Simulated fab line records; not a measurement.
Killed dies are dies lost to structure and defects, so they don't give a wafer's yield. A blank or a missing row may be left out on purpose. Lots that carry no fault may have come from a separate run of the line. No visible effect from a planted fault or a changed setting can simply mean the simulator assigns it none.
fab line records | flow gf180mcu
[record] lots = 15 wafers = 43 lastDay = 34
route steps=602 shown STI@1 V3@450 V4@501
lots untouched by any fault: they come from a run of this same line in which no faults occurred
startH: the number of hours between the record's first day and the start of the first shown wafer of the lot | waitH: hours elapsed since this lot's preceding step | " same as the row above | L1.1+2: one row covering several wafers at once | - either no value or no given start | * or withheld: withheld | < > ~ a bound
route shown NAME@n: a module of which the file shows steps, and the number in the route of the first | usual: the fault-free wafers' mean and standard deviation | same: alike in all rows | chamber/n: place in a boat | sites: per-site readings | _std_site: their standard deviation | _edge_site: mean of outer sites minus mean of inner sites | radiusMm: for every site, how far away it sits from the centre of the wafer | mask NAME#n: copy n | behind: the last tool/chamber to shape the wafer | hold: why the lot went on hold/how many hours it stayed there/how the hold came to an end | device: transistor that didn't switch, given as n, p or np | end of line: tests run on the same wafers once the route is complete | step lacking rows: just its recipe | killed: at the first sort, the dies lost to defects and structure; wafer yield is something else | map: a wafer's dies, x killed, . not, _ none there
set.NAME: the setting the step ran with; set.NAME@STEP: the setting that earlier step ran with | model.NAME: the simulator's own value behind a step, which no gauge read
the route's steps for a sample of lots (tables are steps, rows are wafers)
services: when a tool's chamber went out of use (startH, in hours from the record's first day, below 0 if earlier), for how many hours, and the reason
[[steps]]
[step GF_STI_BOW_MEAS_00]
[recipe] mode = bow
[usual] INCOMING_BOW = 1/7
// columns lot.wafer tool chamber startH waitH INCOMING_BOW[um]
L222.1 filmMetro-02 - 10.00 - -9
L222.4 " - " " -2
L222.6 " - " " -5
L223.3 filmMetro-02 - 15.04 - 2
L223.5 " - " " 8
L223.6 " - " " -1
L224.1 filmMetro-02 - 20.00 - -2
L224.2 " - " " 1
L224.3 " - " " 5
L225.1 filmMetro-01 - 25.00 - -10
L225.2 " - " " -4
L225.3 " - " " -4
L226.1 filmMetro-01 - 30.00 - -6
L226.3 " - " " 9
L226.5 " - " " 2
L227.1 filmMetro-01 - 35.00 - 1
L227.5 " - " " -12
L227.6 " - " " 0
L228.3 filmMetro-01 - 40.04 - 2
L228.4 " - " " 3
L228.6 " - " " 19
L229.1 filmMetro-02 - 45.00 - -7
L229.4 " - " " 14
L229.6 " - " " -1
L231.5 filmMetro-02 - 55.08 - 3
L231.6 " - " " 5
L233.1 filmMetro-02 - 65.00 - 16
L233.2 " - " " -6
L238.2 filmMetro-02 - 90.02 - 2
L238.3 " - " " -5
L238.4 " - " " 4
L241.2 filmMetro-01 - 105.02 - 6
L241.4 " - " " 8
L241.6 " - " " 4
L243.1 filmMetro-01 - 115.00 - 3
L243.4 " - " " 6
L243.6 " - " " 8
L244.1 filmMetro-03 - 120.00 - -5
L244.3 " - " " 9
L244.5 " - " " -6
L245.3 filmMetro-01 - 125.04 - 3
L245.4 " - " " -2
L245.6 " - " " 7
[step GF_STI_ETCH_14]
[recipe] target = Si chemistry = HBr/Cl2/O2 targetDepthNm = 360 icpW = 600 biasW = 150 pressureMtorr = 15 HBr_flow_sccm = 150 Cl2_flow_sccm = 40 O2_flow_sccm = 6 timeS = 102.9
[usual] chamberPressureMTorr = 14.999/0.015 drypumpMotorCurrentA = 5.5/0.59 oesProductAu = 1.001/0.0069 runLengthS = 131.3/0.43 throttleValvePct = 25.656/0.0091
// columns lot.wafer tool chamber startH waitH chamberPressureMTorr drypumpMotorCurrentA oesProductAu rfHoursCounterH runLengthS throttleValvePct
L222.1 rieSi-02 0 27.11 0.0 15.015 5.4 1.009 0 130.4 25.646
L222.4 " 2 " " 15.014 5.2 0.993 3 131.3 25.645
L222.6 " 3 " " 15.001 6.5 1.003 - 131.6 25.652
L223.3 rieSi-01 0 32.57 0.0 15.009 4.9 0.998 35 131.6 25.653
L223.5 " 3 " " 15.019 4.8 1.009 - 131.3 25.646
L223.6 " 0 " " 14.999 4.9 0.998 - 130.8 25.656
L224.1 rieSi-01 2 37.67 0.0 14.989 6.0 0.995 3 131.2 25.656
L224.2 " 0 " " 14.998 4.9 0.998 36 131.2 25.657
L224.3 " 3 " " 15.011 4.8 1.020 124 131.4 25.648
L225.1 rieSi-01 0 41.37 0.0 15.022 4.9 0.992 36 131.2 25.667
L225.2 " 3 " " 15.003 4.8 1.008 124 131.1 25.628
L225.3 " 2 " " 15.003 6.0 0.992 4 131.7 25.655
L226.1 rieSi-02 0 45.82 0.0 14.996 5.4 1.008 0 130.4 25.647
L226.3 " 3 " " 15.008 6.5 0.998 3 131.3 25.659
L226.5 " 3 " " 14.987 6.6 1.005 - 131.1 25.674
L227.1 rieSi-02 1 51.62 0.0 14.988 5.6 1.004 24 131.9 25.658
L227.5 " 0 " " 14.979 5.4 1.003 - 130.7 25.653
L227.6 " 3 " " 14.986 6.5 0.995 - 131.3 25.661
L228.3 rieSi-01 2 55.41 0.0 14.984 6.0 1.000 4 131.3 25.668
L228.4 " 1 " " 14.988 5.9 1.011 3 131.3 25.653
L228.6 " 1 " " 15.004 5.9 1.004 - 131.3 25.655
L229.1 rieSi-02 1 61.52 0.0 14.999 5.6 0.999 24 89.8 25.660
L229.4 " 2 " " 14.991 5.2 1.004 - 131.4 25.672
L229.6 " 3 " " 15.018 6.5 1.002 - 131.4 25.669
L231.5 rieSi-02 3 72.65 0.0 15.002 6.5 1.005 - 89.1 25.667
L231.6 " 0 " " 15.010 5.4 1.007 - 130.5 25.651
L233.1 rieSi-02 0 82.51 0.0 15.015 5.4 1.001 1 88.6 25.640
L233.2 " 2 " " 14.998 5.2 0.996 4 131.7 25.652
L238.2 rieSi-01 3 108.26 0.0 14.993 4.8 1.006 124 131.1 25.643
L238.3 " 0 " " 14.991 4.9 1.012 36 130.7 25.657
L238.4 " 3 " " 15.006 4.8 1.011 - 130.8 25.643
L241.2 rieSi-01 0 124.52 0.0 15.023 4.9 1.000 36 131.3 25.663
L241.4 " 3 " " 15.020 4.8 0.999 125 131.1 25.664
L241.6 " 0 " " 15.002 4.9 1.013 - 130.7 25.637
L243.1 rieSi-01 3 133.52 0.0 15.007 4.8 0.994 125 131.4 25.654
L243.4 " 1 " " 15.000 5.9 1.000 3 131.4 25.656
L243.6 " 1 " " 15.002 5.9 0.996 - 132.0 25.667
L244.1 rieSi-01 3 138.37 0.0 14.985 4.8 1.007 125 131.1 25.650
L244.3 " 0 " " 14.966 4.9 1.004 37 131.0 25.642
L244.5 " 1 " " 14.998 5.9 1.006 - 131.3 25.664
L245.3 rieSi-02 3 143.52 0.0 14.999 6.5 1.001 4 131.9 25.659
L245.4 " 0 " " 14.996 5.4 1.007 1 130.6 25.651
L245.6 " 0 " " 14.999 5.4 1.004 - 130.8 25.637
[step GF_STI_STRIP_15]
[recipe] chemistry = O2/N2 powerW = 1400 pressureMtorr = 1500 platenTempC = 250 o2FlowSccm = 3000 n2FlowSccm = 300 overashFraction = 0.5
[usual] chamberPressureMTorr = 1499.9/1.3 drypumpMotorCurrentA = 5.8/0.3 heaterPowerW = 343/21 oesProductAu = 0.384/0.0045 stripTimeToEndpointS = 3.73/0.033
// columns lot.wafer tool chamber startH waitH chamberPressureMTorr drypumpMotorCurrentA heaterPowerW oesProductAu rfHoursCounterH stripTimeToEndpointS
L222.1 plasmaAsher-01 0 27.19 0.0 1500.8 6.0 308 0.379 38 3.68
L222.4 " 0 " " 1500.2 6.0 309 0.387 - 3.71
L222.6 " 0 " " 1499.4 5.9 315 0.389 - 3.70
L223.3 plasmaAsher-02 0 32.67 0.1 1500.2 6.4 352 0.388 - 3.75
L223.5 " 0 " " 1501.7 6.4 339 0.379 - 3.73
L223.6 " 1 " " 1499.8 5.7 371 0.380 - 3.68
L224.1 plasmaAsher-02 1 37.74 0.0 1498.6 5.7 379 0.374 40 3.73
L224.2 " 0 " " 1498.2 6.4 346 0.382 40 3.69
L224.3 " 1 " " 1499.1 5.7 366 0.374 - 3.66
L225.1 plasmaAsher-03 1 41.44 0.0 1497.9 5.4 334 0.386 22 3.80
L225.2 " 0 " " 1499.1 5.7 339 0.383 22 3.72
L225.3 " 1 " " 1503.1 5.4 343 0.382 - 3.79
L226.1 plasmaAsher-03 0 45.89 0.0 1500.1 5.7 328 0.389 23 3.72
L226.3 " 1 " " 1498.1 5.4 345 0.381 - 3.74
L226.5 " 1 " " 1500.3 5.4 344 0.381 - 3.73
L227.1 plasmaAsher-03 1 51.69 0.0 1501.0 5.4 344 0.383 23 3.70
L227.5 " 1 " " 1498.9 5.4 343 0.382 - 3.70
L227.6 " 0 " " 1495.9 5.7 331 0.381 - 3.77
L228.3 plasmaAsher-03 1 55.52 0.1 1501.1 5.4 339 0.384 - 3.73
L228.4 " 0 " " 1501.4 5.7 330 0.378 - 3.73
L228.6 " 0 " " 1498.7 5.7 330 0.380 - 3.73
L229.1 plasmaAsher-01 0 61.59 0.0 1500.0 6.0 304 0.412 42 4.29
L229.4 " 1 " " 1501.1 5.7 364 0.382 - 3.74
L229.6 " 1 " " 1500.6 5.7 378 0.384 - 3.75
L231.5 plasmaAsher-01 0 72.75 0.1 1499.6 6.0 305 0.413 - 4.25
L231.6 " 1 " " 1501.6 5.6 356 0.377 - 3.73
L233.1 plasmaAsher-01 1 82.59 0.0 1500.8 5.7 360 0.404 44 4.25
L233.2 " 0 " " 1499.1 6.0 310 0.381 44 3.80
L238.2 plasmaAsher-02 1 108.34 0.0 1498.6 5.7 374 0.386 46 3.74
L238.3 " 1 " " 1499.5 5.7 380 0.386 - 3.71
L238.4 " 0 " " 1498.7 6.4 348 0.388 - 3.73
L241.2 plasmaAsher-01 1 124.59 0.0 1500.4 5.6 367 0.380 49 3.79
L241.4 " 0 " " 1499.8 6.0 318 0.387 - 3.73
L241.6 " 1 " " 1501.4 5.6 364 0.381 - 3.76
L243.1 plasmaAsher-03 1 133.59 0.0 1500.7 5.3 342 0.387 31 3.68
L243.4 " 1 " " 1497.6 5.3 336 0.386 - 3.73
L243.6 " 0 " " 1498.5 5.7 333 0.388 - 3.69
L244.1 plasmaAsher-03 1 138.44 0.0 1500.8 5.4 350 0.388 31 3.71
L244.3 " 0 " " 1500.7 5.7 325 0.387 - 3.68
L244.5 " 1 " " 1498.2 5.3 333 0.379 - 3.69
L245.3 plasmaAsher-01 0 143.62 0.1 1499.3 6.0 305 0.391 - 3.72
L245.4 " 1 " " 1500.2 5.7 364 0.375 - 3.67
L245.6 " 0 " " 1499.3 6.0 315 0.380 - 3.71
[step GF_V3_SPUTTER_21]
[recipe] material = Ti targetThkNm = 15 chamberPressurePa = 5 powerW = 2500 substrateTempC = 200 timeS = 80.02
[usual] throttleValvePct = 29.8/1
// columns lot.wafer tool chamber startH waitH throttleValvePct
L222.1 pvdSputter-03 - 512.81 0.0 27.5
L222.4 " - " " 30.6
L222.6 " - " " 31.6
L223.3 pvdSputter-04 - 524.66 0.0 28.5
L223.5 " - " " 28.4
L223.6 " - " " 30.5
L224.1 pvdSputter-04 - 531.72 0.0 30.6
L224.2 " - " " 28.4
L224.3 " - " " 30.7
L225.1 pvdSputter-03 - 540.83 0.0 27.3
L225.2 " - " " 31.4
L225.3 " - " " 30.2
L226.1 pvdSputter-03 - 552.23 0.0 27.5
L226.3 " - " " 30.3
L226.5 " - " " 30.2
L227.1 pvdSputter-01 - 559.86 0.0 30.1
L227.5 " - " " 30.2
L227.6 " - " " 29.8
L228.3 pvdSputter-04 - 563.58 0.0 30.7
L228.4 " - " " 30.1
L228.6 " - " " 28.5
L229.1 pvdSputter-01 - 572.33 0.0 30.1
L229.4 " - " " 30.5
L229.6 " - " " 28.3
L231.5 pvdSputter-03 - 592.93 0.0 30.0
L231.6 " - " " 31.4
L233.1 pvdSputter-04 - 607.12 0.0 30.7
L233.2 " - " " 28.5
L238.2 pvdSputter-04 - 640.99 0.0 29.8
L238.3 " - " " 30.3
L238.4 " - " " 28.4
L241.2 pvdSputter-04 - 665.72 0.0 28.7
L241.4 " - " " 29.8
L241.6 " - " " 29.7
L243.1 pvdSputter-01 - 678.18 0.0 28.7
L243.4 " - " " 30.1
L243.6 " - " " 30.9
L244.1 pvdSputter-04 - 682.02 0.0 28.6
L244.3 " - " " 30.5
L244.5 " - " " 28.5
L245.3 pvdSputter-04 - 690.03 0.0 30.9
L245.4 " - " " 30.0
L245.6 " - " " 28.5
[step GF_V4_THK_MEAS_25]
[recipe] thkMeasGauge = xrf reads = W_of_V4_CVD_23
[usual] V4_W_THK = 359/8.9
// columns lot.wafer tool chamber startH waitH V4_W_THK[nm]
L222.1 filmMetro-01 - 561.76 0.1 352
L222.4 " - " " 354
L222.6 " - " " 354
L223.3 filmMetro-02 - 573.36 0.1 359
L223.5 " - " " 356
L223.6 " - " " 356
L224.1 filmMetro-02 - 580.21 0.1 358
L224.2 " - " " 359
L224.3 " - " " 350
L225.1 filmMetro-02 - 589.52 0.1 355
L225.2 " - " " 353
L225.3 " - " " 354
L226.1 filmMetro-02 - 599.46 0.1 354
L226.3 " - " " 369
L226.5 " - " " 375
L227.1 filmMetro-01 - 606.67 0.1 358
L227.5 " - " " 351
L227.6 " - " " 351
L228.3 filmMetro-02 - 610.33 0.1 351
L228.4 " - " " 349
L228.6 " - " " 353
L229.1 filmMetro-02 - 617.56 0.1 348
L229.4 " - " " 348
L229.6 " - " " 349
L231.5 filmMetro-02 - 637.83 0.1 367
L231.6 " - " " 354
L233.1 filmMetro-04 - 651.95 0.1 379
L233.2 " - " " 361
L238.2 filmMetro-01 - 683.35 0.1 358
L238.3 " - " " 362
L238.4 " - " " 348
L241.2 filmMetro-04 - 707.69 0.1 365
L241.4 " - " " 371
L241.6 " - " " 361
L243.1 filmMetro-01 - 718.06 0.1 364
L243.4 " - " " 357
L243.6 " - " " 348
L244.1 filmMetro-04 - 722.51 0.1 378
L244.3 " - " " 374
L244.5 " - " " 377
L245.3 filmMetro-02 - 729.46 0.1 353
L245.4 " - " " 362
L245.6 " - " " 365
[[services]]
// columns tool chamber startH hours kind
rieSi-02 2 46.92 9.1 repair
rieSi-02 - 47.57 2.8 pm
rieSi-01 0 59.99 3.3 repair
rieSi-02 0 60.11 7.4 repair
plasmaAsher-03 - 73.21 2.7 repair
plasmaAsher-03 - 76.75 2.8 pm
rieSi-01 1 104.43 14.0 repair
plasmaAsher-03 - 116.26 2.0 repair
rieSi-01 2 155.61 7.6 repair
rieSi-01 - 162.35 0.3 repair
plasmaAsher-03 - 221.98 9.4 repair
pvdSputter-04 - 232.48 4.0 repair
plasmaAsher-03 - 235.42 4.3 pm
rieSi-02 3 297.88 3.2 repair
rieSi-01 1 325.02 3.2 repair
rieSi-02 3 363.63 10.3 repair
pvdSputter-04 - 440.78 1.9 repair
rieSi-01 2 479.98 3.3 repair
rieSi-01 0 518.04 1.9 repair
pvdSputter-04 - 550.07 0.8 repair
rieSi-02 3 610.27 1.7 repair
rieSi-01 1 617.94 5.6 repair
rieSi-02 - 643.85 14.6 pm
rieSi-02 3 659.08 2.2 repair
[[key]]
[firstSign] step = GF_STI_ETCH_14 reading = runLengthS direction = down sigmas = 98 usual = * struck = *
[effect] step = GF_STI_STRIP_15 reading = stripTimeToEndpointS direction = up sigmas = 16 usual = * struck = *
metAt GF_STI_ETCH_14
struckLots L229,L231,L233
struckWafers L229.1,L231.5,L233.1
sortLeftOut L229.1,L231.5,L233.1
testerLeftOut L229,L231,L233
notActingAt GF_STI_BOW_MEAS_00,GF_V3_SPUTTER_21,GF_V4_THK_MEAS_25
onsetBetween 51.62 61.52
[fault] kind = processParameterDrift tool = rieSi-02 chamber = - onsetH = 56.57 steps = GF_STI_ETCH_14 channel = timeS offset = * shape = step endH = 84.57 scope = struckWafersOnly actsIn = * stated = *
// testerLeftOut: of these lots the tester's yield and bins aren't shown, on N5 and GAA mostly nor the transistor test; their killed dies are dies lost to structure and defects alone, not to doping, threshold or leakage, so they don't give the yield
// sortLeftOut: the simulated sort isn't trusted on such a fault, so these wafers' sort isn't shown, and their yield isn't known
